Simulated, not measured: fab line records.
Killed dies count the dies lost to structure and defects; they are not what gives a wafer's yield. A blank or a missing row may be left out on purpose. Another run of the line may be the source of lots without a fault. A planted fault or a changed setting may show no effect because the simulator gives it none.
2 desks looking at one fault / flow gf180mcu / numbers are kept per desk, each desk with only its own; the story behind them comes last

THE METROLOGY DESK
What the gauges read, lot by lot, whatever tool the lot ran on: means of the sampled wafers that have a number. Marked OUT: a lot whose mean sits more than 4 standard deviations from the usual mean, which makes it out of limits; the brackets give that distance.
Columns: A = V4_W_RS at GF_V4_RS_MEAS_24, usual 0.327 ohm/sq; B = V4_W_THK at GF_V4_THK_MEAS_25, usual 349 nm; C = MIM_CVD_05_THK at GF_MIM_THK_MEAS_06, usual 41.9 nm; D = MIM_ALCU_RS at GF_MIM_RS_MEAS_10, usual 0.1599 ohm/sq; E = MIM_ALCU_THK at GF_MIM_THK_MEAS_11, usual 198.2 nm; F = cd nm at GF_M5_CD_MEAS_07, usual 280.2 nm; G = M5_OVL at GF_M5_OVL_MEAS_08, usual 1 nm
lot=L179; first seen here=day 24 19:44; A=0.331; B=352; C=41.2; D=0.1601; E=197.8; F=279.5; G=4
lot=L185; first seen here=day 26 23:47; A=0.327; B=347; C=42.0; D=0.1633; E=194.0; F=280.6; G=-3
lot=L191; first seen here=day 28 16:07; A=0.325; B=346; C=41.6; D=0.1609; E=198.4; F=280.1; G=1
lot=L192; first seen here=day 29 15:21; A=0.333; B=347; C=42.4; D=0.1612; E=197.6; F=280.2; G=-2
lot=L197; first seen here=day 30 07:35; A=0.322; B=354; C=42.3; D=0.1599; E=198.5; F=280.9; G=4
lot=L198; first seen here=day 30 23:16; A=0.318; B=357; C=41.7; D=0.1596; E=197.8; F=280.4; G=-1
This desk's verdict: no lot among the 6 shows anything out of limits.

FOR THE TOOL OWNER'S DESK: pvd sputter-03
At GF_MIM_SPUTTER_09 (material TiN, target thk 35 nm, time 29.2 s) the tool's own readings: per lot run on this tool, the mean of the sampled wafers that have a number. Marked OUT: a lot whose mean sits more than 4 standard deviations from the usual mean, which makes it out of limits; the brackets give that distance.
Columns: A = throttle valve pct at GF_MIM_SPUTTER_09, usual 30.4 %
lot=L179; first seen here=day 24 20:35; A=30.1
lot=L191; first seen here=day 28 16:59; A=29.9
lot=L192; first seen here=day 29 16:11; A=30.1
This desk's verdict: no lot among the 3 shows anything out of limits.

TAKEN TOGETHER
Metrology desk: nothing out of limits seen.
Nothing out of limits was seen by the tool owner's desk.

WHAT THE SIMULATOR HAD PUT IN
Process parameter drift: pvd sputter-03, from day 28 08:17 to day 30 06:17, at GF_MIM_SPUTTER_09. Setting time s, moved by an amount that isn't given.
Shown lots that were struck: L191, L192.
